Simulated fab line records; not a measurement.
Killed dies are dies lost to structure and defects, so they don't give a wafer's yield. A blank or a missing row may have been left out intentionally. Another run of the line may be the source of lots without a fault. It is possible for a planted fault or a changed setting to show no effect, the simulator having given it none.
Split-lot trial | flow gf180mcu | 23 wafers read from 5 lots, route of 602 steps

== SPLIT DETAILS ==
At GF_MIM_EXPOSE_16 (exposes mask FuseTop, target cd 2000 nm), the setting dose-mj was moved away from the recipe's 140 on 11 of the 23 wafers read, by -2.4% to +6.1%. For the rest of the wafers, this setting stayed at what the recipe calls for.

== FROM THE SPLIT TO THE READING: what the file shows between them, 2 steps ==
- GF_MIM_PEB_17
- GF_MIM_DEVELOP_18: develop time 60 s

== THE READING ==
MIM.cd-nm (the simulator's own value, which no gauge read), in nm, at GF_MIM_METAL_ETCH_19 (etches the open film in Cl2/BCl3, stops on Si3N4, target depth 324.5 nm, time 54.1 s). No usual value for it is given in the file. Here, 12 wafers ran the recipe; their average is 2002 nm with a standard deviation of 3 nm.

wafer  | tool, chamber at the split | dose-mj as run | against the recipe | MIM.cd-nm, nm | against lot-mates on the recipe
L076.1 | iline-stepper-02, 0        | 140            | recipe             | 2006          | -
L076.2 | iline-stepper-02, 0        | 140            | recipe             | 2002          | -
L076.4 | iline-stepper-02, 0        | 140            | recipe             | 2002          | -
L076.3 | iline-stepper-02, 0        | 148.5          | +6.1%              | 1982          | -21
L076.6 | iline-stepper-02, 0        | 148.5          | +6.1%              | 1983          | -20
L079.2 | iline-stepper-01, 0        | 140            | recipe             | 2001          | -
L079.5 | iline-stepper-01, 0        | 140            | recipe             | 2001          | -
L079.4 | iline-stepper-01, 0        | 140            | recipe             | 1999          | -
L080.1 | iline-stepper-02, 0        | 136.6          | -2.4%              | 2015          | +8
L080.3 | iline-stepper-02, 0        | 136.6          | -2.4%              | 2015          | +8
L080.2 | iline-stepper-02, 0        | 140            | recipe             | 2008          | -
L080.5 | iline-stepper-02, 0        | 136.6          | -2.4%              | 2011          | +4
L080.6 | iline-stepper-02, 0        | 140            | recipe             | 2006          | -
L081.1 | iline-stepper-01, 0        | 144.2          | +3.0%              | 1993          | -9
L081.6 | iline-stepper-01, 0        | 144.2          | +3.0%              | 1993          | -9
L081.2 | iline-stepper-01, 0        | 144.2          | +3.0%              | 1997          | -5
L081.3 | iline-stepper-01, 0        | 140            | recipe             | 2002          | -
L081.4 | iline-stepper-01, 0        | 140            | recipe             | 2002          | -
L083.1 | iline-stepper-02, 0        | 144.6          | +3.3%              | 1988          | -10
L083.2 | iline-stepper-02, 0        | 144.6          | +3.3%              | 1988          | -10
L083.4 | iline-stepper-02, 0        | 140            | recipe             | 1998          | -
L083.6 | iline-stepper-02, 0        | 140            | recipe             | 1998          | -
L083.5 | iline-stepper-02, 0        | 144.6          | +3.3%              | 1991          | -7

FIT RESULTS
A straight line over all 23 wafers: MIM.cd-nm changes by -3.58 nm for each +1% of dose-mj; r = -0.95; the points scatter about the line by 3 nm.
The same after taking each lot's own level away (the mean of its wafers on the recipe; 23 wafers): -3.05 nm for each +1%; r = -0.97; scatter 1.8 nm.
The reading moves by 19 nm for the largest change in dose-mj, on that fit.
Across the lots, their own levels run from 1998.0 to 2007.0 nm, a range of 3.0 times the standard deviation given above.
Hence the slope depends on the lot-to-lot level, as the two fits are not the same.
Check: for one of the wafers moved furthest among these (+6.1%), held out of the fit, the line's prediction against its lot-mates is -17.6 nm. It came out at -21.3 nm against them.

== ADDITIONAL SPLITS CARRIED BY THESE WAFERS ==
Other splits were also applied to these wafers ahead of the reading. Each is held against what the fit with the lots' levels taken away leaves over:
other split on the same wafers       | wafers away from the commonest value | r with MIM.cd-nm (lot level and that fit taken away)
GF_V2_SPUTTER_22 time-s              | 10                                   | -0.13
GF_M3_COAT_09 resist-thk-nm          | 8                                    | -0.12
GF_V4_CVD_00 sih4-flow-sccm          | 8                                    | +0.13
GF_V4_SPUTTER_21 chamber-pressure-pa | 18                                   | +0.13
GF_MIM_SPUTTER_09 time-s             | 4                                    | -0.19

== THE WHOLE CHAIN: every reading that the file lists as answering this split, in the file's order ==
step                 | what it does                                                                         | reading                                                    | change (the file's fit)              | r (the file's)
GF_MIM_DEVELOP_18    | develop time 60 s                                                                    | MIM.cd-nm (the simulator's own value, which no gauge read) | -3.03 nm for each +1% of the setting | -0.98
GF_MIM_METAL_ETCH_19 | etches the open film in Cl2/BCl3, stops on Si3N4, target depth 324.5 nm, time 54.1 s | MIM.cd-nm (the simulator's own value, which no gauge read) | -3.12 nm for each +1% of the setting | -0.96

== FILE'S OWN FIT ==
MIM.cd-nm changes by -3.12 nm for each +1% of dose-mj, r = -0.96.
